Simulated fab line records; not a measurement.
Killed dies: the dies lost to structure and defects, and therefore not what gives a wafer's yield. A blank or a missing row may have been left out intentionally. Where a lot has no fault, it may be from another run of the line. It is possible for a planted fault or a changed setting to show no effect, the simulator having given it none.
The tool behind it: which one? | flow gf180mcu | 15 lots with 45 wafers sampled at 2 steps, on a route of 602 steps

== WHAT EACH GAUGE READ, for each wafer ==
GF_STI_THK_MEAS_02.
lot  | measured    | on            | STI_OXIDATION_THK (nm)
L251 | day 1 12:37 | film-metro-02 | 10.20 10.13 10.06
L252 | day 1 16:31 | film-metro-01 | 10.03 9.91 9.89
L253 | day 1 21:31 | film-metro-01 | 10.23 10.01 10.06
L254 | day 2 02:31 | film-metro-02 | 9.97 9.99 9.89
L255 | day 2 08:05 | film-metro-01 | 9.99 10.22 10.00
L256 | day 2 12:31 | film-metro-04 | 10.21 10.06 10.05
L257 | day 2 17:31 | film-metro-01 | 9.92 10.01 9.93
L258 | day 2 22:31 | film-metro-01 | 10.11 10.24 10.10
L259 | day 3 03:31 | film-metro-04 | 9.84 9.67 9.80
L260 | day 3 09:04 | film-metro-01 | 9.93 9.72 9.86
L267 | day 4 19:31 | film-metro-01 | 10.22 9.97 10.13
L268 | day 5 00:31 | film-metro-04 | 10.41 10.39 10.34
L269 | day 5 07:16 | film-metro-01 | 10.00 10.20 9.90
L272 | day 5 21:11 | film-metro-01 | 10.00 10.02 9.99
L273 | day 6 01:31 | film-metro-01 | 9.71 9.93 9.91

GF_STI_THK_MEAS_24.
lot  | measured    | on            | STI_CVD_23_THK (nm)
L251 | day 2 04:20 | film-metro-02 | 660 654 654
L252 | day 2 08:40 | film-metro-01 | 658 660 656
L253 | day 2 14:26 | film-metro-02 | 656 649 655
L254 | day 2 19:24 | film-metro-02 | 657 658 662
L255 | day 3 00:35 | film-metro-01 | 664 657 649
L256 | day 3 06:13 | film-metro-02 | 661 659 649
L257 | day 3 11:44 | film-metro-01 | 661 662 654
L258 | day 3 15:50 | film-metro-04 | 634 651 652
L259 | day 3 21:01 | film-metro-04 | 652 644 651
L260 | day 4 02:09 | film-metro-01 | 649 650 662
L267 | day 5 13:14 | film-metro-04 | 652 648 643
L268 | day 5 19:56 | film-metro-04 | 664 664 654
L269 | day 6 01:49 | film-metro-01 | 645 642 648
L272 | day 6 16:11 | film-metro-01 | 653 653 650
L273 | day 6 20:09 | film-metro-04 | 641 649 652

== EACH LOT AND THE TOOL THAT RAN IT (in order: tool; ch and the chambers of the sampled wafers; start) ==
Record: no process step prior to these readings.

== AS READ BY THE TOOLS THEMSELVES (means over the sampled wafers that have a number; for cases with no such wafer, the mark the record gives instead) ==
The record holds no such reading with a usual standard deviation.

== THE ANSWER, worked out from the rows above alone ==
Rule: the lots themselves supply what counts as usual. Put in order of their means at a reading, lots are off if they are a third of the lots or fewer, leave a main group of 4 or more, and stand apart from it by a gap of 3 or more times the standard deviation of the main group's means; of several such gaps the widest counts. A main group whose means are all the same, to the digits that the tables above print for the reading, isn't used. Also off: a lot with no number at a reading for which 4 or more lots have one. The other lots that the step has rows for count as sound. Order of review: gauges by route order, followed by the tools' own readings, for which a lot's mean as printed above is used. The first step at which some lot is off is used, and at that step the reading that is off furthest; a lot without a number counts as furthest.
None of the lots is off at any reading shown; this tells nothing.

== WHAT HAD BEEN PUT IN BY THE SIMULATOR ==
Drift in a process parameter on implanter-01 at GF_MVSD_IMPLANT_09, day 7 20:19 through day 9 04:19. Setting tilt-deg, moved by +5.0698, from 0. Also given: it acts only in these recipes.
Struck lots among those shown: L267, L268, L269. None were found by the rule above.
